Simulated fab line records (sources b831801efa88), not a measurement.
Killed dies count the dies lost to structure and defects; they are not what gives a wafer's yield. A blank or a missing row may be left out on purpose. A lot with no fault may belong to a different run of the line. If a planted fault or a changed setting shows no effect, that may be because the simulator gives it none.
Matching of chambers | flow gf180mcu | GF_V3_CVD_00 on hdpcvd-02: 3 sister chambers
The step deposits SiO2, target thk 600 nm, time 100 s. 6 wafers are shown with their chamber, then 7 later ones without.

## WAFERS, EACH WITH ITS CHAMBER
wafer  | chamber | sih4_flow_sccm (sccm)
L609.4 | 0       | 59.98
L609.5 | 2       | 60.09
L613.4 | 0       | 59.86
L613.5 | 1       | 59.81
L614.2 | 1       | 59.91
L614.3 | 2       | 60.08

## WAFERS WHOSE CHAMBER IS MISSING
wafer  | sih4_flow_sccm (sccm)
L614.6 | 59.95
L617.2 | 59.92
L617.4 | 59.53
L617.5 | 60.10
L619.1 | 60.10
L619.5 | 59.92
L619.6 | 60.06

## WHICH CHAMBER EACH WENT THROUGH
wafer  | from the rows above          | in truth
L614.6 | can't be placed: 0 or 1 or 2 | 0
L617.2 | can't be placed: 0 or 1      | 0
L617.4 | can't be placed: 1 or 0      | 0
L617.5 | 2                            | 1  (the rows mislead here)
L619.1 | 2                            | 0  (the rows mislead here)
L619.5 | can't be placed: 0 or 1      | 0
L619.6 | can't be placed: 2 or 0      | 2
Correct placement for 0 of the 7. Unplaceable from these rows: 5, with the true chamber sitting among the candidates in 5. 2 placed wrongly.
How it was worked out, from the rows above alone: a wafer's distance from a chamber is the root of the sum, over the readings, of the square of ((its reading less the chamber's mean) divided by the reading's scatter). If the next closest chamber is less than 2 further off than the closest, the wafer can't be placed; otherwise it belongs to the closest. A chamber's mean is the mean of its shown wafers. The scatter: the root of (the sum of the squares of (reading less its chamber's mean) over the shown wafers, divided by (wafers less chambers)).
